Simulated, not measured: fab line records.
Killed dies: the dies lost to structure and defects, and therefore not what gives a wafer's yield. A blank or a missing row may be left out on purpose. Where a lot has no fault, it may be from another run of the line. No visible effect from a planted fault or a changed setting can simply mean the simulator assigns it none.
fab line records	flow sky130
record lots=12	wafers=36	last-day=50
route steps=708 shown VIA2@528 VIA4@660 PASSIVATION@682 PAD_OPEN@708
lots that met no fault: taken from a fault-free run of the same line
start-h: hours from the record's opening day to when the first of the lot's shown wafers began	wait-h: how many hours have passed since the lot's step before this one	" as in the row above	L1.1+2: several wafers, shown together as one row	- no value present, or no start provided	* or withheld: withheld	< > ~ a bound
route shown NAME@n: a module of which the file shows steps, and the number in the route of the first	usual: mean/standard deviation of fault-free wafers	same: alike in all rows	chamber/n: place in a boat	sites: the reading at each site	_std_site: the values' standard deviation	_edge_site: the outer-site mean with the inner-site mean subtracted	radius-mm: for every site, how far away it sits from the centre of the wafer	mask NAME#n: copy n	behind: the tool/chamber that last shaped the wafer	hold: why the lot was held/for how many hours/how that ended	device: the transistor (n, p or np) that didn't switch	end of line: at the end of the route, the tests of the same wafers	a step given without rows: its recipe and nothing more	killed: not the wafer's yield, but the dies lost to structure and defects at the first sort	map: per-die view of a wafer (x killed, . not killed, _ where there is no die)
set.NAME: the setting the step ran with; set.NAME@STEP: the setting that earlier step ran with	model.NAME: the simulator's own value behind a step, which no gauge read
the route's steps for a sample of lots (tables are steps, rows are wafers)
services: when a tool's chamber went out of use (start-h, in hours from the record's first day, below 0 if earlier), for how many hours, and the reason
## steps
# step SKY_VIA2_CVD_21
# recipe material=W	target-thk-nm=420	time-s=126.4	temp-c=400	pressure-torr=40
# usual heater-power-w=925/54
# same time-s=126.4
lot.wafer	tool	chamber	start-h	wait-h	heater-power-w
L108.2	cvd-w-01	0	879.77	0.0	892
L108.4	"	0	"	"	900
L108.5	"	1	"	"	989
L109.1	cvd-w-01	0	884.26	0.0	928
L109.2	"	1	"	"	1029
L109.6	"	0	"	"	929
L112.1	cvd-w-02	1	895.75	0.0	938
L112.5	"	0	"	"	906
L112.6	"	1	"	"	945
L116.2	cvd-w-01	1	927.75	0.0	977
L116.4	"	0	"	"	833
L116.6	"	1	"	"	1001
L117.1	cvd-w-02	1	931.85	0.0	947
L117.5	"	1	"	"	947
L117.6	"	1	"	"	923
L121.1	cvd-w-02	1	962.45	0.0	966
L121.2	"	0	"	"	882
L121.3	"	1	"	"	956
L122.1	cvd-w-02	1	966.10	0.0	928
L122.5	"	1	"	"	946
L122.6	"	0	"	"	879
L123.1	cvd-w-01	1	974.55	0.0	971
L123.3	"	0	"	"	841
L123.6	"	0	"	"	848
L124.3	cvd-w-01	0	976.54	0.1	847
L124.5	"	1	"	"	978
L124.6	"	0	"	"	826
L125.2	cvd-w-01	1	987.44	0.0	975
L125.5	"	1	"	"	979
L125.6	"	0	"	"	837
L129.2	cvd-w-01	0	1008.62	0.0	866
L129.4	"	0	"	"	834
L129.5	"	1	"	"	975
L130.3	cvd-w-01	0	1012.98	0.1	861
L130.4	"	1	"	"	965
L130.5	"	1	"	"	972
# step SKY_VIA2_RS_MEAS_22
# recipe thk-meas-gauge=four-point-probe	reads=W_of_VIA2_CVD_21+TiN_of_VIA2_SPUTTER_20
# usual VIA2_W_RS=0.272/0.0041
lot.wafer	tool	chamber	start-h	wait-h	VIA2_W_RS[ohm/sq]
L108.2	film-metro-01	-	879.92	0.1	0.264
L108.4	"	-	"	"	0.264
L108.5	"	-	"	"	0.275
L109.1	film-metro-01	-	884.40	0.1	0.265
L109.2	"	-	"	"	0.274
L109.6	"	-	"	"	0.265
L112.1	film-metro-02	-	895.88	0.1	0.276
L112.5	"	-	"	"	0.276
L112.6	"	-	"	"	0.273
L116.2	film-metro-01	-	927.90	0.1	0.274
L116.4	"	-	"	"	0.264
L116.6	"	-	"	"	0.271
L117.1	film-metro-02	-	932.11	0.2	0.275
L117.5	"	-	"	"	0.273
L117.6	"	-	"	"	0.273
L121.1	film-metro-03	-	962.58	0.1	0.272
L121.2	"	-	"	"	0.273
L121.3	"	-	"	"	0.273
L122.1	film-metro-03	-	966.23	0.1	0.268
L122.5	"	-	"	"	0.273
L122.6	"	-	"	"	0.269
L123.1	film-metro-03	-	974.68	0.1	0.276
L123.3	"	-	"	"	0.265
L123.6	"	-	"	"	0.267
L124.3	film-metro-01	-	976.67	0.1	0.271
L124.5	"	-	"	"	0.274
L124.6	"	-	"	"	0.267
L125.2	film-metro-02	-	987.59	0.1	0.274
L125.5	"	-	"	"	0.275
L125.6	"	-	"	"	0.266
L129.2	film-metro-02	-	1008.77	0.1	0.269
L129.4	"	-	"	"	0.267
L129.5	"	-	"	"	0.276
L130.3	film-metro-01	-	1013.11	0.1	0.270
L130.4	"	-	"	"	0.278
L130.5	"	-	"	"	0.278
# step SKY_VIA4_CMP_21
# recipe stop-on=SiO2	t-overpolish-s=25	down-force-psi=3.5	platen-rpm=60	target-thk-nm=0	pad-velocity-m-s=0.94248
# usual edge-zone-pressure-frac=1.000/0.005	head-pressure-psi=3.501/0.0082	motor-current-A=11.4/0.87	overpolish-run-s=24.999/0.0087	slurry-flow-ml-min=150.0/0.48	time-to-endpoint-s=124/3.7
lot.wafer	tool	chamber	start-h	wait-h	edge-zone-pressure-frac	head-pressure-psi	motor-current-A	overpolish-run-s	slurry-flow-ml-min	time-to-endpoint-s
L108.2	cmp-01	2	1042.50	0.1	-	-	-	-	-	-
L108.4	"	0	"	"	-	-	-	-	-	-
L108.5	"	1	"	"	-	-	-	-	-	-
L109.2	cmp-02	0	1042.86	0.1	-	-	-	-	-	-
L109.1	"	1	"	"	-	-	-	-	-	-
L109.6	"	2	"	"	-	-	-	-	-	-
L112.1	cmp-02	0	1046.21	0.2	-	-	-	-	-	-
L112.5	"	3	"	"	-	-	-	-	-	-
L112.6	"	0	"	"	-	-	-	-	-	-
L116.4	cmp-02	3	1075.68	0.1	1.002	3.498	12.7	25.019	149.7	127
L116.2	"	0	"	"	1.004	3.498	10.7	25.001	150.1	121
L116.6	"	1	"	"	0.995	3.499	10.9	25.008	149.9	125
L117.1	cmp-02	1	1078.78	0.1	1.003	3.506	11.1	24.997	150.4	130
L117.6	"	1	"	"	0.997	3.511	10.7	25.005	150.8	128
L117.5	"	2	"	"	0.997	3.482	12.8	25.001	150.1	125
L121.3	cmp-02	3	1110.43	0.1	0.998	3.506	11.9	24.996	150.0	120
L121.2	"	1	"	"	1.004	3.496	11.3	24.996	150.3	126
L121.1	"	2	"	"	0.998	3.504	12.6	24.984	149.8	124
L122.1	cmp-01	1	1112.57	0.3	0.995	3.500	11.1	25.002	149.9	118
L122.5	"	0	"	"	0.996	3.490	10.9	24.984	149.7	126
L122.6	"	1	"	"	0.997	3.495	11.1	24.988	149.7	124
L123.1	cmp-02	1	1115.02	0.1	1.001	3.502	10.7	24.992	149.7	129
L123.3	"	2	"	"	0.995	3.491	12.3	25.008	150.3	129
L123.6	"	3	"	"	1.004	3.487	12.5	24.992	149.7	131
L124.3	cmp-01	0	1117.23	0.1	0.997	3.510	10.9	25.001	150.1	124
L124.5	"	3	"	"	1.007	3.519	11.1	24.992	150.0	133
L124.6	"	0	"	"	1.007	3.503	10.9	25.001	150.0	129
L125.2	cmp-02	0	1123.88	0.0	0.986	3.498	11.6	25.005	148.9	122
L125.5	"	0	"	"	0.994	3.495	10.3	25.002	149.7	126
L125.6	"	1	"	"	0.997	3.491	10.9	24.999	148.8	125
L129.4	cmp-01	3	1143.51	0.1	0.998	3.505	11.8	25.002	150.2	127
L129.2	"	1	"	"	0.997	3.496	11.2	25.002	150.6	123
L129.5	"	2	"	"	1.008	3.508	11.7	24.996	150.7	128
L130.3	cmp-02	0	1148.62	0.1	1.001	3.506	10.1	24.998	150.6	121
L130.4	"	2	"	"	0.993	3.504	12.3	25.006	149.9	125
L130.5	"	0	"	"	1.006	3.508	10.5	25.016	150.6	121
# step SKY_PASSIVATION_THK_MEAS_01
# recipe reads=SiO2_of_PASSIVATION_CVD_00
# usual PASSIVATION_CVD_00_THK=89.9/1.2
lot.wafer	tool	chamber	start-h	wait-h	PASSIVATION_CVD_00_THK[nm]
L116.2	film-metro-03	-	1095.61	-	88.3
L116.4	"	-	"	"	89.1
L116.6	"	-	"	"	88.5
L117.1	film-metro-04	-	1103.92	-	89.2
L117.5	"	-	"	"	90.5
L117.6	"	-	"	"	89.7
L121.1	film-metro-03	-	1131.06	-	89.2
L121.2	"	-	"	"	89.3
L121.3	"	-	"	"	89.3
L122.1	film-metro-04	-	1133.87	-	89.3
L122.5	"	-	"	"	90.4
L122.6	"	-	"	"	90.9
L123.1	film-metro-03	-	1136.25	-	89.7
L123.3	"	-	"	"	89.4
L123.6	"	-	"	"	90.6
L124.3	film-metro-04	-	1138.09	-	88.1
L124.5	"	-	"	"	89.9
L124.6	"	-	"	"	89.0
L125.2	film-metro-03	-	1144.08	-	87.7
L125.5	"	-	"	"	89.3
L125.6	"	-	"	"	88.6
L129.2	film-metro-02	-	1161.54	-	89.3
L129.4	"	-	"	"	90.1
L129.5	"	-	"	"	90.9
L130.3	film-metro-04	-	1165.19	-	90.0
L130.4	"	-	"	"	91.0
L130.5	"	-	"	"	93.3
# step SKY_PAD_OPEN_PROBE_99
# usual defect-limited-yield=82.9/1.8	killed_at_M0_to_M3=42/7.2	killed_at_M4_up=3.2/1.8	killed-at-contacts=24/5.4	killed-at-front-end=15/4	killed-at-other=0.3/0.59	killed-dies=84/9	killed-on-rim=17/3.3	killed-open=46/7.1	killed-short=38/6	sort_bin_3_pad_short=0.8/0.41	sort_bin_5_function=10.1/1.3	sort_bin_6_memory=6.3/1.2	sort-n-pass=408/9	sort-yield-pct=82.9/1.8
# same gross-dies=492	killed-at-back-side=0	sort_bin_4_leakage[%]=0	sort_bin_8_speed[%]=0
lot.wafer	tool	chamber	start-h	wait-h	defect-limited-yield[%]	killed_at_M0_to_M3	killed_at_M4_up	killed-at-contacts	killed-at-front-end	killed-at-other	killed-dies	killed-on-rim	killed-open	killed-short	sort_bin_3_pad_short[%]	sort_bin_5_function[%]	sort_bin_6_memory[%]	sort-n-pass	sort-yield-pct[%]
L108.2	prober-01	-	1109.35	0.1	0	41	412	20	19	0	492	96	48	35	83.3	10.0	6.7	0	0
L108.4	prober-01	-	1109.45	0.2	0	37	406	24	24	1	492	96	46	43	83.1	10.8	6.1	0	0
L108.5	prober-01	-	1109.50	0.2	0	31	406	37	18	0	492	96	54	34	83.3	9.6	7.1	0	0
L109.1	prober-02	-	1109.94	0.1	0	41	408	26	17	0	492	96	49	35	84.8	8.9	6.3	0	0
L109.2	prober-02	-	1109.99	0.1	0	47	384	40	21	0	492	96	60	51	78.3	12.8	8.9	0	0
L109.6	prober-02	-	1110.19	0.2	0	51	407	23	11	0	492	96	45	40	83.1	10.6	6.3	0	0
L112.1	prober-01	-	1112.23	0.1	0	35	408	36	13	0	492	96	60	25	83.7	9.3	6.9	0	0
L112.5	prober-01	-	1112.43	0.2	0	24	426	30	11	1	492	96	35	34	86.6	7.1	6.3	0	0
L112.6	prober-01	-	1112.48	0.2	0	39	415	25	12	1	492	96	47	30	85.2	8.3	6.5	0	0
L117.1	prober-01	-	1145.93	0.1	82.5	38	2	29	17	0	86	13	49	35	1.2	10.2	6.1	406	82.5
L117.5	prober-01	-	1146.13	0.2	85.8	41	2	15	12	0	70	16	44	26	0.2	8.7	5.3	422	85.8
L117.6	prober-01	-	1146.18	0.2	85.2	32	3	19	19	0	73	17	39	34	0.8	8.3	5.7	419	85.2
L121.1	prober-01	-	1168.84	0.1	81.9	34	1	29	25	0	89	22	53	36	0.6	11.6	5.9	403	81.9
L121.2	prober-01	-	1168.89	0.1	82.3	40	6	26	15	0	87	15	48	39	0.8	11.6	5.3	405	82.3
L121.3	prober-01	-	1168.94	0.2	84.6	32	6	24	14	0	76	13	39	37	1.2	9.1	5.1	416	84.6
L123.1	prober-01	-	1173.80	0.1	83.3	39	3	27	11	2	82	16	37	44	1.2	10.6	4.9	410	83.3
L123.3	prober-01	-	1173.90	0.2	80.9	48	4	21	21	0	94	21	55	38	0.6	10.6	7.9	398	80.9
L123.6	prober-01	-	1174.05	0.2	86.8	34	1	17	12	1	65	11	44	21	0.2	8.7	4.3	427	86.8
L129.2	prober-01	-	1197.32	0.1	82.9	47	2	22	13	0	84	17	51	33	0.6	8.7	7.7	408	82.9
L129.4	prober-01	-	1197.42	0.2	81.7	41	4	31	14	0	90	19	50	40	1.0	10.8	6.5	402	81.7
L129.5	prober-01	-	1197.47	0.2	86.0	35	2	20	11	1	69	16	41	28	0.2	8.1	5.7	423	86.0
# killed by level:class
L108.2 VIA4:area-cmp=408 VIA1:geometric-particle:open=10 CONTACT:geometric-particle:open=8 METAL1:geometric-particle:short=7 LI_CONTACT:geometric-particle:open=6 VIA1:geometric-particle:short=5 FIELD_ISO:geometric-particle:open=4 POLY_GATE:geometric-particle:open=4
L108.4 VIA4:area-cmp=403 VIA1:geometric-particle:open=11 METAL2:geometric-particle:short=9 CONTACT:geometric-particle:short=8 CONTACT:geometric-particle:open=8 METAL1:geometric-particle:short=6 POLY_GATE:geometric-particle:open=5 SPACER:geometric-particle:open=5
L108.5 VIA4:area-cmp=404 CONTACT:geometric-particle:open=14 VIA1:geometric-particle:open=9 LI_CONTACT:geometric-particle:open=8 LOCAL_INTERCONNECT:geometric-particle:short=7 METAL1:geometric-particle:short=6 SPACER:geometric-particle:open=5 POLY_GATE:geometric-particle:open=4
L109.1 VIA4:area-cmp=408 VIA3:geometric-particle:open=9 VIA1:geometric-particle:open=9 CONTACT:geometric-particle:open=8 METAL2:geometric-particle:short=6 VIA2:geometric-particle:open=6 FIELD_ISO:geometric-particle:short=5 LI_CONTACT:geometric-particle:open=5
L109.2 VIA4:area-cmp=381 CONTACT:geometric-particle:open=15 VIA2:geometric-particle:open=9 LI_CONTACT:geometric-particle:open=8 VIA1:geometric-particle:short=7 POLY_GATE:geometric-particle:short=6 LOCAL_INTERCONNECT:geometric-particle:short=6 VIA1:geometric-particle:open=6
L109.6 VIA4:area-cmp=405 VIA1:geometric-particle:open=16 LI_CONTACT:geometric-particle:open=7 LOCAL_INTERCONNECT:geometric-particle:short=6 METAL2:geometric-particle:short=6 CONTACT:geometric-particle:open=5 VIA3:geometric-particle:open=5 VIA1:geometric-particle:short=5
L112.1 VIA4:area-cmp=407 CONTACT:geometric-particle:open=13 LI_CONTACT:geometric-particle:open=10 VIA1:geometric-particle:open=10 VIA2:geometric-particle:open=9 LOCAL_INTERCONNECT:geometric-particle:short=6 FIELD_ISO:geometric-particle:open=5 VIA3:geometric-particle:open=5
L112.5 VIA4:area-cmp=422 CONTACT:geometric-particle:short=9 LI_CONTACT:geometric-particle:open=8 CONTACT:geometric-particle:open=5 VIA1:geometric-particle:open=5 VIA2:geometric-particle:open=4 METAL4:geometric-particle:short=4 FIELD_ISO:geometric-particle:short=3
L112.6 VIA4:area-cmp=414 VIA1:geometric-particle:open=10 VIA2:geometric-particle:open=9 LI_CONTACT:geometric-particle:open=8 CONTACT:geometric-particle:open=7 CONTACT:geometric-particle:short=5 VIA3:geometric-particle:open=5 LOCAL_INTERCONNECT:geometric-particle:short=4
L117.1 CONTACT:geometric-particle:open=14 VIA1:geometric-particle:open=8 VIA2:geometric-particle:open=6 LI_CONTACT:geometric-particle:open=5 LI_CONTACT:geometric-particle:short=5 METAL2:geometric-particle:short=5 VIA2:geometric-particle:short=5 VIA3:geometric-particle:open=5
L117.5 VIA1:geometric-particle:open=16 CONTACT:geometric-particle:open=5 VIA2:geometric-particle:open=5 VIA3:geometric-particle:open=4 METAL2:geometric-particle:short=4 VIA2:geometric-particle:short=4 FIELD_ISO:geometric-particle:short=3 POLY_GATE:geometric-particle:short=3
L117.6 CONTACT:geometric-particle:open=10 VIA1:geometric-particle:open=9 FIELD_ISO:geometric-particle:short=6 VIA3:geometric-particle:open=6 METAL1:geometric-particle:short=5 POLY_GATE:geometric-particle:open=4 LI_CONTACT:geometric-particle:open=4 FIELD_ISO:geometric-particle:open=3
L121.1 VIA1:geometric-particle:open=11 CONTACT:geometric-particle:open=9 FIELD_ISO:geometric-particle:open=8 FIELD_ISO:geometric-particle:short=7 LOCAL_INTERCONNECT:geometric-particle:short=6 VIA2:geometric-particle:open=6 POLY_GATE:geometric-particle:open=5 LI_CONTACT:geometric-particle:open=4
L121.2 CONTACT:geometric-particle:open=8 VIA3:geometric-particle:open=8 CONTACT:geometric-particle:short=7 VIA1:geometric-particle:open=7 LI_CONTACT:geometric-particle:open=6 VIA2:geometric-particle:open=5 METAL1:geometric-particle:short=4 METAL2:geometric-particle:short=4
L121.3 METAL1:geometric-particle:short=7 VIA1:geometric-particle:open=7 LI_CONTACT:geometric-particle:open=6 LOCAL_INTERCONNECT:geometric-particle:short=6 VIA2:geometric-particle:open=6 CONTACT:geometric-particle:open=5 FIELD_ISO:geometric-particle:short=4 METAL4:geometric-particle:short=4
L123.1 VIA1:geometric-particle:open=8 LI_CONTACT:geometric-particle:open=7 METAL2:geometric-particle:short=7 CONTACT:geometric-particle:open=6 CONTACT:geometric-particle:short=5 LOCAL_INTERCONNECT:geometric-particle:short=5 METAL1:geometric-particle:short=4 VIA1:geometric-particle:short=4
L123.3 VIA1:geometric-particle:open=13 CONTACT:geometric-particle:open=8 VIA3:geometric-particle:open=7 FIELD_ISO:geometric-particle:open=6 POLY_GATE:geometric-particle:short=6 LI_CONTACT:geometric-particle:open=6 VIA1:geometric-particle:short=6 METAL1:geometric-particle:short=5
L123.6 CONTACT:geometric-particle:open=7 LI_CONTACT:geometric-particle:open=6 VIA3:geometric-particle:open=6 VIA2:geometric-particle:open=5 VIA1:geometric-particle:open=5 METAL2:geometric-particle:short=5 FIELD_ISO:geometric-particle:open=4 VIA2:geometric-particle:short=4
L129.2 CONTACT:geometric-particle:open=10 VIA2:geometric-particle:open=10 VIA1:geometric-particle:open=10 VIA3:geometric-particle:open=7 LI_CONTACT:geometric-particle:open=6 METAL2:geometric-particle:short=6 VIA1:geometric-particle:short=5 FIELD_ISO:geometric-particle:open=3
L129.4 CONTACT:geometric-particle:open=11 VIA1:geometric-particle:open=9 LI_CONTACT:geometric-particle:open=8 FIELD_ISO:geometric-particle:short=7 VIA2:geometric-particle:open=7 VIA3:geometric-particle:open=6 CONTACT:geometric-particle:short=5 METAL2:geometric-particle:short=5
L129.5 CONTACT:geometric-particle:open=10 VIA2:geometric-particle:short=8 FIELD_ISO:geometric-particle:open=6 VIA1:geometric-particle:open=6 METAL2:geometric-particle:short=4 LI_CONTACT:geometric-particle:open=4 VIA2:geometric-particle:open=4 FIELD_ISO:geometric-particle:short=3
## services
tool	chamber	start-h	hours	kind
cvd-w-02	-	863.23	2.8	pm
cmp-01	-	866.12	0.4	repair
cmp-02	-	875.91	3.8	pm
cvd-w-01	-	904.00	14.0	pm
cvd-w-01	0	904.00	14.0	vent-cycle
cmp-01	-	912.00	4.0	pm
cvd-w-02	0	930.37	3.1	repair
cmp-01	-	933.14	1.4	repair
cmp-01	-	937.93	0.3	repair
cmp-01	-	960.85	6.0	pm
cvd-w-02	-	978.84	4.3	pm
cvd-w-02	-	1005.61	28.1	pm
cmp-01	-	1019.73	1.0	repair
cmp-01	-	1029.96	1.0	repair
cmp-02	-	1032.68	4.8	repair
cmp-01	-	1048.72	6.0	pm
cmp-01	-	1059.60	0.3	repair
cvd-w-01	-	1068.46	14.6	pm
cmp-02	-	1072.71	2.6	repair
cmp-01	-	1083.59	0.2	repair
cmp-01	-	1083.76	6.4	repair
cmp-02	-	1084.20	4.0	pm
cmp-02	-	1125.23	2.0	repair
cvd-w-02	0	1141.15	3.4	repair
## key
first-sign step=SKY_VIA4_CMP_21	reading=tool-record	direction=missing
effect step=SKY_PAD_OPEN_PROBE_99	reading=killed_at_M4_up	direction=up	sigmas=99+	usual=3.2	struck=408
more-kills-born-at SKY_VIA4_CMP_21@cmp-02=2437	SKY_VIA4_CMP_21@cmp-01=1215
met-at SKY_VIA4_CMP_21
struck-lots L108,L109,L112
later-rows-left-out L108.2,L108.4,L108.5,L109.1,L109.2,L109.6,L112.1,L112.5,L112.6
not-acting-at SKY_VIA2_CVD_21,SKY_VIA2_RS_MEAS_22,SKY_PASSIVATION_THK_MEAS_01
fault kind=skipped-step-whole	tool=cmp-01,cmp-02	chamber=-	onset-h=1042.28	steps=SKY_VIA4_CMP_21	scope=struck-lots-only
# later-rows-left-out: the simulator's readings of these wafers behind a module that went badly wrong aren't trusted and aren't shown, but for the sort
